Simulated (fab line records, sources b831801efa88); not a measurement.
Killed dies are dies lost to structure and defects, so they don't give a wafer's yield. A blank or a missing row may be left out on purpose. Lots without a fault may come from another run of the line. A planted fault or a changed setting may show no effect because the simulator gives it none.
Which tool did it? | flow gf180mcu | 13 lots, 39 wafers sampled, at 6 steps of a route of 602

WHAT THE GAUGES READ, wafer by wafer
GF_V2_CD_MEAS_14: target cd 260 nm. Usual: cd_nm 260.2 nm, standard deviation 1.3.
lot  | measured     | on        | cd_nm (nm)        | flag
L915 | day 20 05:10 | cd_sem-02 | 259.8 260.1 260.7 |
L916 | day 20 10:51 | cd_sem-01 | 259.4 258.6 259.4 |
L917 | day 21 01:34 | cd_sem-01 | 259.4 259.8 259.5 |
L919 | day 22 00:18 | cd_sem-02 | 259.5 259.3 258.9 |
L921 | day 22 14:10 | cd_sem-01 | 260.9 260.3 261.2 |
L922 | day 22 22:50 | cd_sem-01 | 257.0 257.6 257.4 |
L924 | day 23 18:25 | cd_sem-01 | 261.6 260.9 260.4 |
L925 | day 24 01:38 | cd_sem-01 | 259.9 260.9 260.1 |
L933 | day 26 12:41 | cd_sem-01 | 261.3 261.7 261.1 |
L934 | day 26 19:13 | cd_sem-02 | 259.0 260.2 257.5 |
L935 | day 27 06:11 | cd_sem-02 | 259.1 258.1 257.1 |
L937 | day 27 18:10 | cd_sem-02 | 261.6 260.1 260.4 |
L938 | day 27 21:22 | cd_sem-01 | 259.2 259.7 260.0 |

GF_M4_RS_MEAS_05: measures by four-point-probe. Usual: M4_ALCU_RS 0.0696 ohm/sq, standard deviation 0.001.
lot  | measured     | on            | M4_ALCU_RS (ohm/sq)  | flag
L915 | day 22 09:13 | film_metro-02 | 0.0687 0.0696 0.0682 |
L916 | day 22 15:18 | film_metro-02 | 0.0686 0.0704 0.0688 |
L917 | day 23 05:02 | film_metro-02 | 0.0680 0.0679 0.0679 |
L919 | day 24 03:17 | film_metro-01 | 0.0681 0.0702 0.0705 |
L921 | day 24 16:23 | film_metro-04 | 0.0704 0.0677 0.0700 |
L922 | day 24 23:13 | film_metro-02 | 0.0718 0.0700 0.0704 |
L924 | day 25 19:26 | film_metro-04 | 0.0436 0.0428 0.0691 | OFF
L925 | day 26 02:47 | film_metro-04 | 0.0694 0.0435 0.0428 | OFF
L933 | day 28 09:08 | film_metro-04 | 0.0693 0.0703 0.0692 |
L934 | day 28 16:17 | film_metro-04 | 0.0689 0.0694 0.0691 |
L935 | day 29 02:54 | film_metro-04 | 0.0693 0.0710 0.0705 |
L937 | day 29 12:46 | film_metro-02 | 0.0697 0.0699 0.0711 |
L938 | day 29 16:37 | film_metro-02 | 0.0707 0.0692 0.0709 |

GF_M4_THK_MEAS_06: measures by xrf. Usual: M4_ALCU_THK 440 nm, standard deviation 6.8.
lot  | measured     | on            | M4_ALCU_THK (nm) | flag
L915 | day 22 09:19 | film_metro-02 | 445 441 452      |
L916 | day 22 15:24 | film_metro-02 | 446 436 444      |
L917 | day 23 05:10 | film_metro-02 | 452 456 453      |
L919 | day 24 03:25 | film_metro-01 | 448 434 436      |
L921 | day 24 16:29 | film_metro-04 | 433 449 437      |
L922 | day 24 23:20 | film_metro-02 | 430 439 433      |
L924 | day 25 19:33 | film_metro-04 | 692 709 440      | OFF
L925 | day 26 02:53 | film_metro-04 | 439 696 707      | OFF
L933 | day 28 09:14 | film_metro-04 | 436 431 438      |
L934 | day 28 16:23 | film_metro-04 | 443 439 442      |
L935 | day 29 03:01 | film_metro-04 | 440 429 434      |
L937 | day 29 12:52 | film_metro-02 | 439 438 431      |
L938 | day 29 16:43 | film_metro-02 | 435 443 436      |

GF_M4_CD_MEAS_14: target cd 280 nm. Usual: cd_nm 280.3 nm, standard deviation 1.4.
lot  | measured     | on        | cd_nm (nm)        | flag
L915 | day 23 07:23 | cd_sem-01 | 279.6 280.4 280.7 |
L916 | day 23 14:15 | cd_sem-01 | 281.6 281.5 281.1 |
L917 | day 24 03:40 | cd_sem-02 | 279.8 279.1 279.7 |
L919 | day 25 01:21 | cd_sem-01 | 278.1 277.3 276.8 |
L921 | day 25 13:04 | cd_sem-02 | 283.2 281.3 282.0 |
L922 | day 25 20:44 | cd_sem-02 | 282.3 282.0 282.9 |
L924 | day 26 16:25 | cd_sem-01 | 280.3 280.2 279.9 |
L925 | day 26 23:21 | cd_sem-02 | 280.8 279.8 281.1 |
L933 | day 29 04:29 | cd_sem-02 | 278.0 280.0 279.0 |
L934 | day 29 10:53 | cd_sem-02 | 280.4 280.8 282.5 |
L935 | day 29 21:32 | cd_sem-02 | 279.5 280.5 279.0 |
L937 | day 30 07:25 | cd_sem-02 | 280.6 280.3 281.0 |
L938 | day 30 10:38 | cd_sem-01 | 279.7 280.5 280.4 |

WHICH TOOL RAN EACH LOT (tool, then ch and the chambers of the sampled wafers, then the start)
lot  | GF_V2_SPUTTER_21             | GF_M4_SPUTTER_02
L915 | pvd_sputter-04, day 20 05:55 | pvd_sputter-01, day 22 09:04
L916 | pvd_sputter-02, day 20 11:38 | pvd_sputter-01, day 22 15:10
L917 | pvd_sputter-02, day 21 02:24 | pvd_sputter-01, day 23 04:57
L919 | pvd_sputter-02, day 22 01:07 | pvd_sputter-03, day 24 03:12
L921 | pvd_sputter-02, day 22 14:58 | pvd_sputter-03, day 24 16:16
L922 | pvd_sputter-03, day 22 23:38 | pvd_sputter-03, day 24 23:07
L924 | pvd_sputter-04, day 23 19:14 | pvd_sputter-03, day 25 19:20
L925 | pvd_sputter-04, day 24 02:25 | pvd_sputter-03, day 26 02:39
L933 | pvd_sputter-03, day 26 13:28 | pvd_sputter-02, day 28 09:00
L934 | pvd_sputter-02, day 26 20:03 | pvd_sputter-02, day 28 16:10
L935 | pvd_sputter-03, day 27 06:59 | pvd_sputter-01, day 29 02:47
L937 | pvd_sputter-04, day 27 18:56 | pvd_sputter-01, day 29 12:37
L938 | pvd_sputter-03, day 27 22:13 | pvd_sputter-03, day 29 16:30
- GF_V2_SPUTTER_21: material Ti, target thk 15 nm, time 80.02 s.
- GF_M4_SPUTTER_02: material AlCu, target thk 450 nm, time 23.9 s.

WHAT THE TOOLS THEMSELVES READ (means of the sampled wafers that have a number; where no wafer has one, the mark that the record gives instead)
GF_V2_SPUTTER_21. Usual: throttle_valve_pct 30.3 %, standard deviation 1.1.
lot  | tool           | throttle_valve_pct (%) | flag
L915 | pvd_sputter-04 | 30.9                   |
L916 | pvd_sputter-02 | 29.7                   |
L917 | pvd_sputter-02 | 30.3                   |
L919 | pvd_sputter-02 | 29.7                   |
L921 | pvd_sputter-02 | 29.8                   |
L922 | pvd_sputter-03 | 30.8                   |
L924 | pvd_sputter-04 | 30.8                   |
L925 | pvd_sputter-04 | 30.8                   |
L933 | pvd_sputter-03 | 30.9                   |
L934 | pvd_sputter-02 | 29.2                   |
L935 | pvd_sputter-03 | 31.0                   |
L937 | pvd_sputter-04 | 30.9                   |
L938 | pvd_sputter-03 | 30.8                   |

GF_M4_SPUTTER_02. Usual: throttle_valve_pct 29.8 %, standard deviation 1.2.
lot  | tool           | throttle_valve_pct (%) | flag
L915 | pvd_sputter-01 | 28.3                   |
L916 | pvd_sputter-01 | 28.7                   |
L917 | pvd_sputter-01 | 28.1                   |
L919 | pvd_sputter-03 | 31.0                   |
L921 | pvd_sputter-03 | 31.1                   |
L922 | pvd_sputter-03 | 31.1                   |
L924 | pvd_sputter-03 | 30.5                   |
L925 | pvd_sputter-03 | 30.9                   |
L933 | pvd_sputter-02 | 30.5                   |
L934 | pvd_sputter-02 | 29.5                   |
L935 | pvd_sputter-01 | 29.3                   |
L937 | pvd_sputter-01 | 29.4                   |
L938 | pvd_sputter-03 | 31.2                   |

THE ANSWER, worked out from the rows above alone
Rule: a lot is off if the mean of its wafers that have a number lies more than 3 standard deviations from the usual mean. A lot without any number at a reading at which 4 lots or more have one is off too. The other lots that the step has rows for count as sound. The gauges are gone through in route order, then the tools' own readings, and for those a lot's mean is taken as printed above. The first step at which some lot is off is used, and at that step the reading that is off furthest; a lot without a number counts as furthest.
Off: L924, L925, at GF_M4_RS_MEAS_05 (M4_ALCU_RS).
A tool fits if, at a process step before that reading, it ran every lot that is off, and no sound lot after the first of them. The gauges at GF_M4_RS_MEAS_05 are tried like those tools. None of those tried fits.

WHAT THE SIMULATOR HAD PUT IN
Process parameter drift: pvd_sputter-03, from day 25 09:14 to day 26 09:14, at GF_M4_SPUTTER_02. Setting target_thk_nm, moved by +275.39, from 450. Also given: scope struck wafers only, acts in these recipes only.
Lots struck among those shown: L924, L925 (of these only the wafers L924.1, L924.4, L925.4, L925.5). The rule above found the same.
